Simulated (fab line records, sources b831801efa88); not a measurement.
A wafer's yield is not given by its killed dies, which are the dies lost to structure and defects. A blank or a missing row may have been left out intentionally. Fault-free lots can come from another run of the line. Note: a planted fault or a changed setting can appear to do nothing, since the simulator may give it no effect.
fab line records	flow sky130
record: lots: 12	wafers: 36	lastDay: 50
route steps=708 shown VT_ADJUST_HVTP@95 VIA3@576 METAL5@676 PAD_OPEN@708
lots that met no fault: taken from a fault-free run of the same line
startH: hours from the record's first day to the start of the lot's first wafer shown	waitH: hours since the lot's step before	" repeats the value in the row above	L1.1+2: several wafers, shown together as one row	- either no value or no given start	* or withheld: withheld	< > ~ a bound
route shown NAME@n: NAME is a module with steps in the file, n the number in the route of the first one	usual: the fault-free wafers' mean and standard deviation	same: alike in all rows	chamber/n: place in a boat	sites: each site's reading	_std_site: their standard deviation	_edge_site: inner sites' mean taken away from outer sites' mean	radiusMm: how far each site lies from the wafer's centre	mask NAME#n: copy n	behind: the last tool/chamber to shape the wafer	hold: why the lot was held/for how many hours/how that ended	device: transistor that didn't switch, given as n, p or np	end of line: the same wafers' tests at the end of the route	a step given without rows: its recipe and nothing more	killed: the dies lost at the first sort to structure and to defects; this is not the yield of the wafer	map: a wafer's dies, marking killed ones x, the rest . and places with no die _
set.NAME: setting as actually run; set.NAME@STEP: the setting as run at that earlier step	model.NAME: the simulator's own value behind a step, which no gauge read
route steps across a sampled set of lots; one table per step, one row per wafer
services: from which hour (startH, from the record's first day; less than 0 if before it) a tool's chamber was out of use, for how many hours, and why
== steps ==
step: SKY_VT_ADJUST_HVTP_STRIP_10
recipe: chemistry: O2/N2	powerW: 1400	pressureMtorr: 1500	platenTempC: withheld	o2FlowSccm: 3000	n2FlowSccm: 300	overashFraction: 0.5
usual: drypumpMotorCurrentA: 5.5/0.44	oesProductAu: 0.715/0.0044	stripTimeToEndpointS: 14.18/0.039
same: overashFraction: 0.5
lot.wafer	tool	chamber	startH	waitH	drypumpMotorCurrentA	oesProductAu	rfHoursCounterH	stripTimeToEndpointS
L783.3	plasmaAsher-01	0	122.03	0.1	5.5	0.715	-	14.17
L783.4	"	1	"	"	5.2	0.712	-	14.19
L783.5	"	1	"	"	5.2	0.714	-	14.17
L784.3	plasmaAsher-02	0	126.12	0.1	6.0	0.719	-	14.21
L784.4	"	1	"	"	6.2	0.723	-	14.20
L784.6	"	1	"	"	6.1	0.715	-	14.17
L786.1	plasmaAsher-03	1	148.30	0.1	5.5	0.712	46	14.15
L786.3	"	1	"	"	5.5	0.721	-	14.19
L786.5	"	1	"	"	5.5	0.714	-	14.19
L787.1	plasmaAsher-03	1	157.65	0.1	5.5	0.730	47	14.13
L787.5	"	1	"	"	5.5	0.715	-	14.19
L787.6	"	0	"	"	4.8	0.718	-	14.20
L789.1	plasmaAsher-01	1	164.39	0.1	5.2	0.713	4	14.24
L789.3	"	1	"	"	5.2	0.710	-	14.23
L789.6	"	1	"	"	5.2	0.716	-	14.21
L790.2	plasmaAsher-03	0	170.51	0.1	4.8	0.713	49	14.17
L790.4	"	0	"	"	4.8	0.713	-	14.18
L790.6	"	1	"	"	5.5	0.711	-	14.18
L793.2	plasmaAsher-03	1	188.11	0.1	5.5	0.710	50	14.20
L793.4	"	1	"	"	5.5	0.715	-	14.22
L793.5	"	0	"	"	4.8	0.713	-	14.19
L801.1	plasmaAsher-03	0	241.09	0.1	4.8	0.715	56	14.22
L801.5	"	1	"	"	5.5	0.716	-	14.21
L801.6	"	0	"	"	4.8	0.716	-	14.25
L802.1	plasmaAsher-01	1	242.34	0.1	5.2	0.712	10	14.16
L802.4	"	0	"	"	5.6	0.709	-	14.19
L802.5	"	0	"	"	5.5	0.715	-	14.19
L803.2	plasmaAsher-02	1	254.96	0.1	6.1	0.713	47	14.16
L803.4	"	1	"	"	6.1	0.711	-	14.16
L803.5	"	1	"	"	6.2	0.712	-	14.12
L804.1	plasmaAsher-01	0	261.74	0.1	5.5	0.713	12	14.17
L804.3	"	1	"	"	5.2	0.721	-	14.18
L804.6	"	1	"	"	5.2	0.709	-	14.18
L805.3	plasmaAsher-02	1	266.63	0.1	6.1	0.720	-	14.19
L805.4	"	0	"	"	6.0	0.712	-	14.22
L805.6	"	1	"	"	6.2	0.714	-	14.20
step: SKY_VIA3_BOW_MEAS_03
recipe: mode: bow
usual: VIA3_BOW: 81/8
lot.wafer	tool	chamber	startH	waitH	VIA3_BOW[um]
L783.3	filmMetro-03	-	903.82	0.2	72
L783.4	"	-	"	"	73
L783.5	"	-	"	"	78
L784.3	filmMetro-04	-	904.12	0.2	89
L784.4	"	-	"	"	86
L784.6	"	-	"	"	84
L786.1	filmMetro-04	-	934.51	0.1	74
L786.3	"	-	"	"	66
L786.5	"	-	"	"	70
L787.1	filmMetro-03	-	949.92	0.1	77
L787.5	"	-	"	"	70
L787.6	"	-	"	"	76
L789.1	filmMetro-04	-	954.50	0.2	94
L789.3	"	-	"	"	90
L789.6	"	-	"	"	71
L790.2	filmMetro-04	-	962.83	0.3	79
L790.4	"	-	"	"	79
L790.6	"	-	"	"	79
L793.2	filmMetro-04	-	982.34	0.2	83
L793.4	"	-	"	"	83
L793.5	"	-	"	"	80
L801.1	filmMetro-02	-	1029.39	0.1	90
L801.5	"	-	"	"	94
L801.6	"	-	"	"	87
L802.1	filmMetro-02	-	1031.73	0.1	92
L802.4	"	-	"	"	75
L802.5	"	-	"	"	79
L803.2	filmMetro-04	-	1045.12	0.3	66
L803.4	"	-	"	"	69
L803.5	"	-	"	"	73
L804.1	filmMetro-02	-	1052.11	0.2	86
L804.3	"	-	"	"	94
L804.6	"	-	"	"	96
L805.3	filmMetro-03	-	1057.39	0.2	92
L805.4	"	-	"	"	83
L805.6	"	-	"	"	88
step: SKY_METAL5_METAL_ETCH_15
recipe: targetDepthA: 12600	stopOn: SiO2	overEtchFrac: 0.2	timeS: 252	chemistry: Cl2/BCl3	resistSidewallDeg: 86	pressureMtorr: 10	icpW: 900	biasW: 48.5	Cl2_flow_sccm: 60	bcl3FlowSccm: 30
usual: biasW: 48.47/0.15	drypumpMotorCurrentA: 5.6/0.45	oesProductAu: 0.894/0.0055	throttleValvePct: 22.265/0.0095
lot.wafer	tool	chamber	startH	waitH	biasW	drypumpMotorCurrentA	oesProductAu	rfHoursCounterH	throttleValvePct
L783.3	rieMetal-01	1	1029.56	0.2	48.31	4.7	0.892	-	22.258
L783.4	"	1	"	"	48.25	4.7	0.896	-	22.255
L783.5	"	1	"	"	48.69	4.7	0.892	-	22.276
L784.3	rieMetal-03	1	1029.75	0.1	48.37	5.7	0.897	-	22.265
L784.4	"	0	"	"	48.21	6.0	0.894	-	22.276
L784.6	"	1	"	"	48.66	5.7	0.899	-	22.264
L786.1	rieMetal-01	0	1054.37	0.0	48.64	5.9	0.895	17	22.263
L786.3	"	0	"	"	48.39	5.9	0.898	-	22.267
L786.5	"	0	"	"	48.57	5.9	0.894	-	22.268
L787.1	rieMetal-04	1	1069.72	0.0	48.55	5.8	0.884	20	22.245
L787.5	"	1	"	"	48.37	5.8	0.891	-	22.251
L787.6	"	0	"	"	48.47	5.2	0.889	-	22.275
L789.1	rieMetal-01	0	1075.47	0.0	48.40	5.9	0.889	18	22.268
L789.3	"	0	"	"	48.37	5.9	0.895	-	22.265
L789.6	"	0	"	"	48.35	5.9	0.893	-	22.276
L790.2	rieMetal-03	0	1080.57	0.0	48.37	6.0	0.899	18	22.255
L790.4	"	0	"	"	48.21	6.0	0.887	-	22.258
L790.6	"	1	"	"	48.52	5.7	0.894	-	22.267
L793.2	rieMetal-03	1	1099.34	0.0	48.58	5.7	0.901	21	22.271
L793.4	"	1	"	"	48.57	5.7	0.903	-	22.271
L793.5	"	1	"	"	48.63	5.7	0.897	-	22.262
L801.1	rieMetal-03	1	1138.74	0.0	48.30	5.7	0.887	24	22.254
L801.5	"	1	"	"	48.18	5.7	0.888	-	22.271
L801.6	"	0	"	"	48.62	6.0	0.901	-	22.244
L802.1	rieMetal-03	1	1141.68	0.0	48.49	5.7	0.891	24	22.277
L802.4	"	1	"	"	48.61	5.7	0.886	-	22.271
L802.5	"	0	"	"	48.28	6.0	0.885	-	22.290
L803.2	rieMetal-04	0	1151.33	0.0	48.54	5.2	0.899	5	22.266
L803.4	"	1	"	"	48.55	5.8	0.894	-	22.274
L803.5	"	0	"	"	48.71	5.2	0.901	-	22.256
L804.1	rieMetal-01	0	1158.89	0.0	48.35	5.9	0.899	26	22.257
L804.3	"	0	"	"	48.17	5.9	0.889	-	22.274
L804.6	"	0	"	"	48.44	5.9	0.905	-	22.264
L805.3	rieMetal-01	1	1161.36	0.1	48.52	4.7	0.892	-	22.258
L805.4	"	0	"	"	48.63	5.9	0.893	-	22.270
L805.6	"	0	"	"	48.69	5.9	0.896	-	22.264
step: SKY_METAL5_STRIP_16
recipe: chemistry: O2/N2	powerW: 1400	pressureMtorr: 1500	platenTempC: withheld	o2FlowSccm: 3000	n2FlowSccm: 300	overashFraction: 0.5
usual: drypumpMotorCurrentA: 5.6/0.45	oesProductAu: 0.710/0.0044	stripTimeToEndpointS: 13.15/0.17
same: overashFraction: 0.5
lot.wafer	tool	chamber	startH	waitH	drypumpMotorCurrentA	oesProductAu	rfHoursCounterH	stripTimeToEndpointS
L783.3	plasmaAsher-04	1	1029.91	0.3	5.6	0.703	-	13.02
L783.4	"	0	"	"	5.3	0.713	-	13.17
L783.5	"	0	"	"	5.3	0.709	-	13.08
L784.3	plasmaAsher-03	0	1029.94	0.1	4.8	0.707	-	13.35
L784.4	"	1	"	"	5.5	0.713	-	13.36
L784.6	"	1	"	"	5.5	0.708	-	13.24
L786.1	plasmaAsher-02	0	1054.61	0.2	6.0	0.718	124	12.92
L786.3	"	0	"	"	6.0	0.708	-	12.86
L786.5	"	1	"	"	6.1	0.716	-	12.89
L787.1	plasmaAsher-02	1	1069.96	0.2	6.1	0.713	0	13.07
L787.5	"	0	"	"	6.0	0.713	-	13.13
L787.6	"	1	"	"	6.1	0.720	-	13.14
L789.1	plasmaAsher-02	1	1075.71	0.2	6.1	0.708	1	12.87
L789.3	"	1	"	"	6.2	0.714	-	12.82
L789.6	"	1	"	"	6.2	0.709	-	12.80
L790.2	plasmaAsher-02	1	1080.81	0.2	6.1	0.709	2	13.33
L790.4	"	1	"	"	6.1	0.712	-	13.33
L790.6	"	0	"	"	6.0	0.712	-	13.26
L793.2	plasmaAsher-04	1	1099.57	0.2	5.6	0.703	68	13.44
L793.4	"	1	"	"	5.6	0.706	-	13.45
L793.5	"	1	"	"	5.6	0.704	-	13.35
L801.1	plasmaAsher-04	1	1138.97	0.2	5.6	0.714	71	13.26
L801.5	"	0	"	"	5.3	0.710	-	13.38
L801.6	"	1	"	"	5.6	0.711	-	13.25
L802.1	plasmaAsher-04	0	1141.91	0.2	5.3	0.708	72	13.36
L802.4	"	0	"	"	5.3	0.708	-	13.28
L802.5	"	0	"	"	5.3	0.710	-	13.27
L803.2	plasmaAsher-02	1	1151.56	0.2	6.2	0.710	8	13.12
L803.4	"	1	"	"	6.2	0.713	-	13.04
L803.5	"	0	"	"	6.0	0.715	-	13.13
L804.1	plasmaAsher-03	0	1159.12	0.2	4.8	0.710	41	12.97
L804.3	"	1	"	"	5.5	0.716	-	13.10
L804.6	"	1	"	"	5.5	0.706	-	13.02
L805.3	plasmaAsher-02	1	1161.55	0.1	6.2	0.715	-	13.21
L805.4	"	0	"	"	6.0	0.700	-	13.02
L805.6	"	0	"	"	5.9	0.706	-	13.07
step: SKY_PAD_OPEN_PROBE_99
usual: killed_at_M0_to_M3: 44/7.5	killed_at_M4_up: 3.3/1.8	killedAtContacts: 25/5.9	killedAtFrontEnd: 16/4.7	killedAtOther: 0.3/0.52	killedDies: 89/9.9	killedOpen: 49/7.8	killedShort: 40/5.8
same: grossDies: 492	killedAtBackSide: 0
lot.wafer	tool	chamber	startH	waitH	killed_at_M0_to_M3	killed_at_M4_up	killedAtContacts	killedAtFrontEnd	killedAtOther	killedDies	killedOpen	killedShort
L790.2	prober-02	-	1123.91	0.1	49	4	25	80	0	158	56	34
L790.4	prober-02	-	1124.01	0.2	31	3	27	84	1	146	44	32
L790.6	prober-02	-	1124.11	0.2	39	0	30	43	1	113	50	34
L793.2	prober-02	-	1141.86	0.1	39	3	36	38	0	116	52	37
L793.4	prober-02	-	1141.96	0.2	49	1	21	42	0	113	43	42
L793.5	prober-02	-	1142.01	0.2	43	2	29	88	0	162	54	35
L801.1	prober-01	-	1176.64	0.1	50	4	18	14	0	86	51	35
L801.5	prober-01	-	1176.84	0.2	36	8	18	14	0	76	38	38
L801.6	prober-01	-	1176.89	0.2	49	2	17	8	0	76	47	29
killed by level:class
L790.2 VT_ADJUST_HVTP:unspecified=68 VIA1:geometricParticle:open=13 LI_CONTACT:geometricParticle:open=9 VIA2:geometricParticle:open=8 CONTACT:geometricParticle:open=7 METAL2:geometricParticle:short=6 VIA3:geometricParticle:open=6 CONTACT:geometricParticle:short=4
L790.4 VT_ADJUST_HVTP:unspecified=69 CONTACT:geometricParticle:open=13 VIA1:geometricParticle:open=9 LOCAL_INTERCONNECT:geometricParticle:short=6 POLY_GATE:geometricParticle:open=4 METAL1:geometricParticle:short=4 METAL2:geometricParticle:short=4 VIA2:geometricParticle:open=4
L790.6 VT_ADJUST_HVTP:unspecified=28 VIA1:geometricParticle:open=11 CONTACT:geometricParticle:open=10 LI_CONTACT:geometricParticle:open=8 LOCAL_INTERCONNECT:geometricParticle:short=8 POLY_GATE:geometricParticle:open=7 VIA3:geometricParticle:open=6 METAL1:geometricParticle:short=4
L793.2 VT_ADJUST_HVTP:unspecified=27 CONTACT:geometricParticle:open=12 LI_CONTACT:geometricParticle:open=10 CONTACT:geometricParticle:short=9 VIA1:geometricParticle:open=9 POLY_GATE:geometricParticle:open=6 VIA3:geometricParticle:open=6 LOCAL_INTERCONNECT:geometricParticle:short=4
L793.4 VT_ADJUST_HVTP:unspecified=28 VIA1:geometricParticle:open=13 CONTACT:geometricParticle:open=7 LI_CONTACT:geometricParticle:open=7 VIA1:geometricParticle:short=7 METAL2:geometricParticle:short=6 VIA3:geometricParticle:open=5 POLY_GATE:geometricParticle:short=4
L793.5 VT_ADJUST_HVTP:unspecified=73 VIA1:geometricParticle:open=12 CONTACT:geometricParticle:open=10 LI_CONTACT:geometricParticle:open=7 VIA3:geometricParticle:open=7 LI_CONTACT:geometricParticle:short=5 LOCAL_INTERCONNECT:geometricParticle:short=5 FIELD_ISO:geometricParticle:open=4
L801.1 VIA1:geometricParticle:open=17 VIA2:geometricParticle:open=9 CONTACT:geometricParticle:open=6 METAL2:geometricParticle:short=5 LI_CONTACT:geometricParticle:short=4 VIA1:geometricParticle:short=4 POLY_GATE:geometricParticle:open=3 LI_CONTACT:geometricParticle:open=3
L801.5 LI_CONTACT:geometricParticle:open=7 METAL1:geometricParticle:short=7 VIA2:geometricParticle:open=7 METAL4:geometricParticle:short=7 POLY_GATE:geometricParticle:short=6 VIA3:geometricParticle:open=6 POLY_GATE:geometricParticle:open=4 LOCAL_INTERCONNECT:geometricParticle:short=4
L801.6 VIA1:geometricParticle:open=12 VIA2:geometricParticle:open=10 LI_CONTACT:geometricParticle:open=7 VIA3:geometricParticle:open=6 VIA1:geometricParticle:short=5 METAL2:geometricParticle:short=5 POLY_GATE:geometricParticle:open=4 CONTACT:geometricParticle:open=4
== services ==
tool	chamber	startH	hours	kind
plasmaAsher-03	-	142.37	0.4	repair
rieMetal-03	-	177.05	0.6	repair
plasmaAsher-03	-	389.21	2.8	pm
plasmaAsher-03	-	411.87	3.5	repair
plasmaAsher-03	-	414.26	3.5	repair
rieMetal-01	-	448.69	1.3	repair
plasmaAsher-03	-	463.72	1.2	repair
rieMetal-03	-	524.33	0.7	repair
plasmaAsher-02	-	582.04	4.4	repair
rieMetal-03	-	608.77	2.8	pm
rieMetal-01	-	630.31	2.8	pm
plasmaAsher-02	-	680.40	2.8	pm
plasmaAsher-03	-	718.22	13.1	repair
plasmaAsher-03	-	733.75	9.0	pm
plasmaAsher-02	-	757.55	0.7	repair
plasmaAsher-03	-	810.69	14.6	pm
plasmaAsher-02	-	913.48	23.6	repair
plasmaAsher-03	-	956.20	0.9	repair
plasmaAsher-02	-	968.65	28.1	pm
plasmaAsher-02	-	1029.87	4.6	repair
plasmaAsher-03	-	1036.94	0.7	repair
plasmaAsher-02	-	1055.25	9.0	pm
plasmaAsher-03	-	1072.60	3.7	repair
plasmaAsher-03	-	1134.15	1.8	repair
== key ==
firstSign: step: SKY_PAD_OPEN_PROBE_99	reading: killedAtFrontEnd	direction: up	sigmas: 9.9	usual: 16	struck: 62
effect: step: SKY_PAD_OPEN_PROBE_99	reading: killedDies	direction: up	sigmas: 4.6	usual: 89	struck: 135
metAt SKY_VT_ADJUST_HVTP_STRIP_10
struckLots L790,L793
testerLeftOut L790,L793
notActingAt SKY_VIA3_BOW_MEAS_03,SKY_METAL5_METAL_ETCH_15,SKY_METAL5_STRIP_16
onsetBetween 157.65 170.51
fault: kind: chamberParticleSource	tool: plasmaAsher-03	chamber: -	onsetH: 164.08	steps: SKY_VT_ADJUST_HVTP_STRIP_10	ratePerVisitCm2: 2.0168	endH: 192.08
testerLeftOut: of these lots the tester's yield and bins aren't shown, on N5 and GAA mostly nor the transistor test; their killed dies are dies lost to structure and defects alone, not to doping, threshold or leakage, so they don't give the yield
